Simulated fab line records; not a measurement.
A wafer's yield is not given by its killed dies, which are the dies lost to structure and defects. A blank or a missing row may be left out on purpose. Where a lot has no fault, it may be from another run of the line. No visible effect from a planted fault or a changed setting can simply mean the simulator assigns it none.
8D (eight disciplines) problem report, filled in by code	flow gf180mcu	the parts of the form that need people (team, actions taken, sign-off) are left out

== 1. WHAT IS WRONG ==
At GF_PASSIVATION_COAT_06, spin speed rpm averages 2083.2 rpm over 6 wafers from 2 lots, while fault-free wafers read 2000.1 rpm, standard deviation 1.2. Relative to the usual mean, that is a shift of +69 standard deviations.
The step: resist thk 4000 nm.
The first sign was on wafer L268.1 at day 32 09:17, on litho track-03. The record has a number at this step for 36 wafers belonging to 12 lots. The rule behind "out" and "out of limits": a value lying over 4 standard deviations away from the usual mean. The other wafers with a number count as sound.

== 2. WHAT IT IS, WHAT IT ISN'T ==
question	is	is not
which readings at this step	spin speed rpm	-
which lots	L268, L271	L256, L257, L259, L261, L262, L263, L266, L273, L275, L278
which wafers of those lots	all that have a number	-
read on which tools	litho track-03	litho track-01, litho track-02
when	from day 32 09:17	up to then (21 sound wafers); but 9 sound wafers of L273, L275, L278 came after

== 3. SUSPECTS, AND WHAT RULES EACH OUT ==
Counting: a tool at any process step up to the reading remains a suspect when it ran all the lots that are out and ran no sound lot after the first of those.
- pecvd-02 at GF_V5_CVD_02 (deposits SiO2 from TEOS, target thk 1450 nm, time 163.28 s): ruled out as a lasting fault. Following L268 (day 30 11:05), the first lot on it that is out, the sound lots L273, L275, L278 were run on it.
- litho track-03 at GF_PASSIVATION_COAT_06 (resist thk 4000 nm): kept. It ran every lot that is out, first L268 (day 32 09:17), and no sound lot after that; its last sound lot up to then is L263 (day 30 23:52). Its own readings are out on those wafers: spin speed rpm.
After counting, what remains is litho track-03 at GF_PASSIVATION_COAT_06.

== 4. THE CAUSE (what the simulator had put in) ==
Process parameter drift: litho track-03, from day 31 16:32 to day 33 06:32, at GF_PASSIVATION_COAT_06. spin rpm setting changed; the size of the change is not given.
Counting left only this tool.

== 5. THE EFFECT CHAIN, in route order ==
Each row: a reading whose mean over the struck wafers that have a number lies more than 3 standard deviations from the usual. Scope: only readings with a usual standard deviation given in the record; hours: median across lots of the time from each lot's start at the first step in this table that gives one to its start at this step; sigmas: change in usual standard deviations.
hours	step	reading	usual	on struck wafers	change	sigmas
0	GF_PASSIVATION_COAT_06	spin speed rpm	2000.1 rpm	2083.2	+83.1	+69
The process steps in it:
- GF_PASSIVATION_COAT_06: resist thk 4000 nm.

== 6. HOW IT WOULD HAVE BEEN CAUGHT EARLIER ==
First out-of-limits reading in this record: day 32 09:17, which is 17 hours after fault onset at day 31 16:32.
